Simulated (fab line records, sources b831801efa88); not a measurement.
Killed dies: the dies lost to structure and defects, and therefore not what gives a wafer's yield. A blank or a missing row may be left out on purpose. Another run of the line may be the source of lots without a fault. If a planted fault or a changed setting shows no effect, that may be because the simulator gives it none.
The tool behind it: which one? || flow sky130 || 33 wafers from 11 lots sampled at 5 of the route's 708 steps

## WHAT THE GAUGES READ, wafer by wafer
The record holds no reading of a measuring or inspecting step that can be judged against a usual standard deviation.

## TOOL THAT RAN EACH LOT (tool first, then ch and the chambers of the sampled wafers, then the start)
{"lot": "L808", "SKY_METAL3_SPUTTER_02": "pvdSputter-03, day 36 02:58", "SKY_CAPM_STRIP_14": "plasmaAsher-03 ch 0,1, day 37 04:16", "SKY_VIA3_CMP_02": "cmp-02 ch 1,3, day 38 08:02", "SKY_VIA4_SPUTTER_17": "pvdSputter-02, day 42 14:37", "SKY_PAD_OPEN_PROBE_99": "-"}
{"lot": "L811", "SKY_METAL3_SPUTTER_02": "pvdSputter-03, day 37 00:13", "SKY_CAPM_STRIP_14": "plasmaAsher-03 ch 0,1, day 38 01:58", "SKY_VIA3_CMP_02": "cmp-01 ch 0,2,3, day 39 05:39", "SKY_VIA4_SPUTTER_17": "pvdSputter-01, day 43 10:30", "SKY_PAD_OPEN_PROBE_99": "-"}
{"lot": "L812", "SKY_METAL3_SPUTTER_02": "pvdSputter-03, day 37 17:22", "SKY_CAPM_STRIP_14": "plasmaAsher-01 ch 0,1, day 38 18:53", "SKY_VIA3_CMP_02": "cmp-01 ch 0,1,2, day 39 20:45", "SKY_VIA4_SPUTTER_17": "pvdSputter-01, day 43 22:53", "SKY_PAD_OPEN_PROBE_99": "-"}
{"lot": "L814", "SKY_METAL3_SPUTTER_02": "pvdSputter-04, day 38 12:38", "SKY_CAPM_STRIP_14": "plasmaAsher-01 ch 0,1, day 39 13:17", "SKY_VIA3_CMP_02": "cmp-02 ch 0,1, day 40 15:23", "SKY_VIA4_SPUTTER_17": "pvdSputter-03, day 44 15:51", "SKY_PAD_OPEN_PROBE_99": "-"}
{"lot": "L817", "SKY_METAL3_SPUTTER_02": "pvdSputter-01, day 39 03:17", "SKY_CAPM_STRIP_14": "plasmaAsher-02 ch 0,1, day 40 03:53", "SKY_VIA3_CMP_02": "cmp-02 ch 0,2,3, day 41 05:43", "SKY_VIA4_SPUTTER_17": "pvdSputter-02, day 45 04:12", "SKY_PAD_OPEN_PROBE_99": "-"}
{"lot": "L825", "SKY_METAL3_SPUTTER_02": "pvdSputter-04, day 41 10:10", "SKY_CAPM_STRIP_14": "plasmaAsher-03 ch 0,1, day 42 11:28", "SKY_VIA3_CMP_02": "cmp-01 ch 0,1,2, day 43 11:51", "SKY_VIA4_SPUTTER_17": "pvdSputter-02, day 47 05:10", "SKY_PAD_OPEN_PROBE_99": "prober-01, day 49 17:20"}
{"lot": "L826", "SKY_METAL3_SPUTTER_02": "pvdSputter-01, day 41 13:35", "SKY_CAPM_STRIP_14": "plasmaAsher-01 ch 0,1, day 42 14:56", "SKY_VIA3_CMP_02": "cmp-02 ch 0,1, day 43 15:20", "SKY_VIA4_SPUTTER_17": "pvdSputter-01, day 47 07:50", "SKY_PAD_OPEN_PROBE_99": "prober-01, day 49 19:31"}
{"lot": "L828", "SKY_METAL3_SPUTTER_02": "pvdSputter-03, day 42 08:25", "SKY_CAPM_STRIP_14": "plasmaAsher-02 ch 0,1, day 43 07:19", "SKY_VIA3_CMP_02": "cmp-02 ch 0,2,3, day 44 07:25", "SKY_VIA4_SPUTTER_17": "pvdSputter-02, day 47 22:26", "SKY_PAD_OPEN_PROBE_99": "-"}
{"lot": "L829", "SKY_METAL3_SPUTTER_02": "pvdSputter-01, day 42 10:53", "SKY_CAPM_STRIP_14": "plasmaAsher-02 ch 0,1, day 43 10:13", "SKY_VIA3_CMP_02": "cmp-01 ch 1,2,3, day 44 09:37", "SKY_VIA4_SPUTTER_17": "pvdSputter-01, day 48 00:08", "SKY_PAD_OPEN_PROBE_99": "-"}
{"lot": "L830", "SKY_METAL3_SPUTTER_02": "pvdSputter-01, day 42 14:29", "SKY_CAPM_STRIP_14": "plasmaAsher-01 ch 0,1, day 43 12:56", "SKY_VIA3_CMP_02": "cmp-01 ch 0,1,3, day 44 12:32", "SKY_VIA4_SPUTTER_17": "pvdSputter-01, day 48 01:01", "SKY_PAD_OPEN_PROBE_99": "-"}
{"lot": "L831", "SKY_METAL3_SPUTTER_02": "pvdSputter-01, day 42 21:23", "SKY_CAPM_STRIP_14": "plasmaAsher-02 ch 0,1, day 43 20:08", "SKY_VIA3_CMP_02": "cmp-02 ch 1,2,3, day 44 19:23", "SKY_VIA4_SPUTTER_17": "pvdSputter-03, day 48 06:43", "SKY_PAD_OPEN_PROBE_99": "-"}
- SKY_METAL3_SPUTTER_02: material AlCu, target thk 735 nm, time 39.1 s.
- SKY_CAPM_STRIP_14: strips in O2/N2.
- SKY_VIA3_CMP_02: polishes SiO2.
- SKY_VIA4_SPUTTER_17: material TiN, target thk 20 nm, time 80 s.
- SKY_PAD_OPEN_PROBE_99

## AS READ BY THE TOOLS THEMSELVES (means over the sampled wafers that have a number; for cases with no such wafer, the mark the record gives instead)
SKY_METAL3_SPUTTER_02. Usual: cathodeDcPowerW 10600 W, standard deviation 1.8; chamberPressurePa 0.3999 Pa, standard deviation 0.00084; throttleValvePct 29.8 %, standard deviation 1.1.
{"lot": "L808", "tool": "pvdSputter-03", "cathodeDcPowerW (W)": 10601, "chamberPressurePa (Pa)": 0.4001, "throttleValvePct (%)": 30.9, "flag": ""}
{"lot": "L811", "tool": "pvdSputter-03", "cathodeDcPowerW (W)": 10600, "chamberPressurePa (Pa)": 0.4002, "throttleValvePct (%)": 31.1, "flag": ""}
{"lot": "L812", "tool": "pvdSputter-03", "cathodeDcPowerW (W)": 10601, "chamberPressurePa (Pa)": 0.4000, "throttleValvePct (%)": 29.9, "flag": ""}
{"lot": "L814", "tool": "pvdSputter-04", "cathodeDcPowerW (W)": 10600, "chamberPressurePa (Pa)": 0.4006, "throttleValvePct (%)": 29.7, "flag": ""}
{"lot": "L817", "tool": "pvdSputter-01", "cathodeDcPowerW (W)": 10601, "chamberPressurePa (Pa)": 0.3991, "throttleValvePct (%)": 29.5, "flag": ""}
{"lot": "L825", "tool": "pvdSputter-04", "cathodeDcPowerW (W)": 10603, "chamberPressurePa (Pa)": 0.4012, "throttleValvePct (%)": 30.4, "flag": ""}
{"lot": "L826", "tool": "pvdSputter-01", "cathodeDcPowerW (W)": 10599, "chamberPressurePa (Pa)": 0.3997, "throttleValvePct (%)": 30.1, "flag": ""}
{"lot": "L828", "tool": "pvdSputter-03", "cathodeDcPowerW (W)": 10600, "chamberPressurePa (Pa)": 0.3994, "throttleValvePct (%)": 30.9, "flag": ""}
{"lot": "L829", "tool": "pvdSputter-01", "cathodeDcPowerW (W)": 10599, "chamberPressurePa (Pa)": 0.4003, "throttleValvePct (%)": 29.1, "flag": ""}
{"lot": "L830", "tool": "pvdSputter-01", "cathodeDcPowerW (W)": 10600, "chamberPressurePa (Pa)": 0.4004, "throttleValvePct (%)": 29.3, "flag": ""}
{"lot": "L831", "tool": "pvdSputter-01", "cathodeDcPowerW (W)": 10602, "chamberPressurePa (Pa)": 0.3995, "throttleValvePct (%)": 29.7, "flag": ""}

SKY_CAPM_STRIP_14. Usual: drypumpMotorCurrentA 5.9 A, standard deviation 0.59; oesProductAu 0.710 a.u., standard deviation 0.0047; stripTimeToEndpointS 12.63 s, standard deviation 0.048.
{"lot": "L808", "tool": "plasmaAsher-03", "drypumpMotorCurrentA (A)": 5.3, "oesProductAu (a.u.)": 0.714, "stripTimeToEndpointS (s)": 12.56, "flag": ""}
{"lot": "L811", "tool": "plasmaAsher-03", "drypumpMotorCurrentA (A)": 5.7, "oesProductAu (a.u.)": 0.713, "stripTimeToEndpointS (s)": 12.65, "flag": ""}
{"lot": "L812", "tool": "plasmaAsher-01", "drypumpMotorCurrentA (A)": 5.9, "oesProductAu (a.u.)": 0.708, "stripTimeToEndpointS (s)": 12.61, "flag": ""}
{"lot": "L814", "tool": "plasmaAsher-01", "drypumpMotorCurrentA (A)": 6.1, "oesProductAu (a.u.)": 0.707, "stripTimeToEndpointS (s)": 12.63, "flag": ""}
{"lot": "L817", "tool": "plasmaAsher-02", "drypumpMotorCurrentA (A)": 5.8, "oesProductAu (a.u.)": 0.713, "stripTimeToEndpointS (s)": 12.65, "flag": ""}
{"lot": "L825", "tool": "plasmaAsher-03", "drypumpMotorCurrentA (A)": 5.3, "oesProductAu (a.u.)": 0.707, "stripTimeToEndpointS (s)": 12.72, "flag": ""}
{"lot": "L826", "tool": "plasmaAsher-01", "drypumpMotorCurrentA (A)": 5.9, "oesProductAu (a.u.)": 0.711, "stripTimeToEndpointS (s)": 12.58, "flag": ""}
{"lot": "L828", "tool": "plasmaAsher-02", "drypumpMotorCurrentA (A)": 5.8, "oesProductAu (a.u.)": 0.710, "stripTimeToEndpointS (s)": 12.65, "flag": ""}
{"lot": "L829", "tool": "plasmaAsher-02", "drypumpMotorCurrentA (A)": 6.2, "oesProductAu (a.u.)": 0.705, "stripTimeToEndpointS (s)": 12.60, "flag": ""}
{"lot": "L830", "tool": "plasmaAsher-01", "drypumpMotorCurrentA (A)": 6.1, "oesProductAu (a.u.)": 0.711, "stripTimeToEndpointS (s)": 12.59, "flag": ""}
{"lot": "L831", "tool": "plasmaAsher-02", "drypumpMotorCurrentA (A)": 6.2, "oesProductAu (a.u.)": 0.712, "stripTimeToEndpointS (s)": 12.64, "flag": ""}

SKY_VIA3_CMP_02. Usual: motorCurrentA 12.1 A, standard deviation 1; slurryFilterDpKPa 13.48 kPa, standard deviation 0.15.
{"lot": "L808", "tool": "cmp-02", "motorCurrentA (A)": 12.6, "slurryFilterDpKPa (kPa)": 13.51, "flag": ""}
{"lot": "L811", "tool": "cmp-01", "motorCurrentA (A)": 11.5, "slurryFilterDpKPa (kPa)": 13.45, "flag": ""}
{"lot": "L812", "tool": "cmp-01", "motorCurrentA (A)": 12.0, "slurryFilterDpKPa (kPa)": 13.56, "flag": ""}
{"lot": "L814", "tool": "cmp-02", "motorCurrentA (A)": 13.2, "slurryFilterDpKPa (kPa)": 13.28, "flag": ""}
{"lot": "L817", "tool": "cmp-02", "motorCurrentA (A)": 12.8, "slurryFilterDpKPa (kPa)": 13.47, "flag": ""}
{"lot": "L825", "tool": "cmp-01", "motorCurrentA (A)": 11.9, "slurryFilterDpKPa (kPa)": 13.45, "flag": ""}
{"lot": "L826", "tool": "cmp-02", "motorCurrentA (A)": 12.5, "slurryFilterDpKPa (kPa)": 13.44, "flag": ""}
{"lot": "L828", "tool": "cmp-02", "motorCurrentA (A)": 12.7, "slurryFilterDpKPa (kPa)": 13.29, "flag": ""}
{"lot": "L829", "tool": "cmp-01", "motorCurrentA (A)": 12.1, "slurryFilterDpKPa (kPa)": 13.53, "flag": ""}
{"lot": "L830", "tool": "cmp-01", "motorCurrentA (A)": 12.0, "slurryFilterDpKPa (kPa)": 13.45, "flag": ""}
{"lot": "L831", "tool": "cmp-02", "motorCurrentA (A)": 12.2, "slurryFilterDpKPa (kPa)": 13.54, "flag": ""}

SKY_VIA4_SPUTTER_17. Usual: cathodeDcPowerW 4000.0 W, standard deviation 0.81; chamberPressurePa 4.998 Pa, standard deviation 0.01; throttleValvePct 30.1 %, standard deviation 1.1.
{"lot": "L808", "tool": "pvdSputter-02", "cathodeDcPowerW (W)": 4000.4, "chamberPressurePa (Pa)": 4.994, "throttleValvePct (%)": 30.0, "flag": ""}
{"lot": "L811", "tool": "pvdSputter-01", "cathodeDcPowerW (W)": 4000.1, "chamberPressurePa (Pa)": 4.992, "throttleValvePct (%)": 29.2, "flag": ""}
{"lot": "L812", "tool": "pvdSputter-01", "cathodeDcPowerW (W)": 4000.1, "chamberPressurePa (Pa)": 4.993, "throttleValvePct (%)": 29.3, "flag": ""}
{"lot": "L814", "tool": "pvdSputter-03", "cathodeDcPowerW (W)": 3999.9, "chamberPressurePa (Pa)": 5.006, "throttleValvePct (%)": 30.0, "flag": ""}
{"lot": "L817", "tool": "pvdSputter-02", "cathodeDcPowerW (W)": 4000.6, "chamberPressurePa (Pa)": 5.000, "throttleValvePct (%)": 30.6, "flag": ""}
{"lot": "L825", "tool": "pvdSputter-02", "cathodeDcPowerW (W)": "-", "chamberPressurePa (Pa)": "-", "throttleValvePct (%)": "-", "flag": "OFF"}
{"lot": "L826", "tool": "pvdSputter-01", "cathodeDcPowerW (W)": "-", "chamberPressurePa (Pa)": "-", "throttleValvePct (%)": "-", "flag": "OFF"}
{"lot": "L828", "tool": "pvdSputter-02", "cathodeDcPowerW (W)": 4000.3, "chamberPressurePa (Pa)": 5.003, "throttleValvePct (%)": 30.5, "flag": ""}
{"lot": "L829", "tool": "pvdSputter-01", "cathodeDcPowerW (W)": 3999.9, "chamberPressurePa (Pa)": 4.999, "throttleValvePct (%)": 28.9, "flag": ""}
{"lot": "L830", "tool": "pvdSputter-01", "cathodeDcPowerW (W)": 4000.0, "chamberPressurePa (Pa)": 5.005, "throttleValvePct (%)": 29.4, "flag": ""}
{"lot": "L831", "tool": "pvdSputter-03", "cathodeDcPowerW (W)": 3999.6, "chamberPressurePa (Pa)": 5.003, "throttleValvePct (%)": 30.0, "flag": ""}

SKY_PAD_OPEN_PROBE_99. Usual: defectLimitedYield 82.7 %, standard deviation 1.9; killed_at_M0_to_M3 43, standard deviation 6.8; killed_at_M4_up 2.9, standard deviation 1.7; killedAtContacts 24, standard deviation 5.4; killedAtFrontEnd 15, standard deviation 4.8; killedAtOther 0.3, standard deviation 0.57; killedDies 85, standard deviation 9.4; killedOnRim 16, standard deviation 4; killedOpen 47, standard deviation 7.5; killedShort 38, standard deviation 5.7; sort_bin_3_pad_short 0.8 %, standard deviation 0.37; sort_bin_5_function 10.2 %, standard deviation 1.5; sort_bin_6_memory 6.2 %, standard deviation 1.1; sortNPass 407, standard deviation 9.4; sortYieldPct 82.7 %, standard deviation 1.9.
{"lot": "L825", "tool": "prober-01", "defectLimitedYield (%)": 0.0, "killed_at_M0_to_M3": 44, "killed_at_M4_up": 412.0, "killedAtContacts": 21, "killedAtFrontEnd": 15, "killedAtOther": 0.7, "killedDies": 492, "killedOnRim": 96, "killedOpen": 46, "killedShort": 35, "sort_bin_3_pad_short (%)": 0.9, "sort_bin_5_function (%)": 93.8, "sort_bin_6_memory (%)": 5.3, "sortNPass": 0, "sortYieldPct (%)": 0.0, "flag": "OFF"}
{"lot": "L826", "tool": "prober-01", "defectLimitedYield (%)": 0.0, "killed_at_M0_to_M3": 41, "killed_at_M4_up": 410.3, "killedAtContacts": 23, "killedAtFrontEnd": 17, "killedAtOther": 0.0, "killedDies": 492, "killedOnRim": 96, "killedOpen": 48, "killedShort": 36, "sort_bin_3_pad_short (%)": 0.7, "sort_bin_5_function (%)": 93.6, "sort_bin_6_memory (%)": 5.8, "sortNPass": 0, "sortYieldPct (%)": 0.0, "flag": "OFF"}

## THE ANSWER, worked out from the rows above alone
Rule: take the mean of a lot's wafers that have a number; if it is more than 3 standard deviations from the usual mean, the lot is off. A lot without any number at a reading at which 4 lots or more have one is off too. Where the step has rows for the other lots, those lots are counted as sound. The gauges are gone through in route order, then the tools' own readings, and for those a lot's mean is taken as printed above. At the first step where some lot is off, the reading lying furthest off is the one used; lots without a number count as furthest.
Off at SKY_VIA4_SPUTTER_17 (cathodeDcPowerW): L825, L826. Without a number there: L825, L826.
If a tool, at that step or one of the process steps before it, ran each lot that is off and ran no sound lot following the first of them, it fits. Not one of the candidates tried fits.

## WHAT HAD BEEN PUT IN BY THE SIMULATOR
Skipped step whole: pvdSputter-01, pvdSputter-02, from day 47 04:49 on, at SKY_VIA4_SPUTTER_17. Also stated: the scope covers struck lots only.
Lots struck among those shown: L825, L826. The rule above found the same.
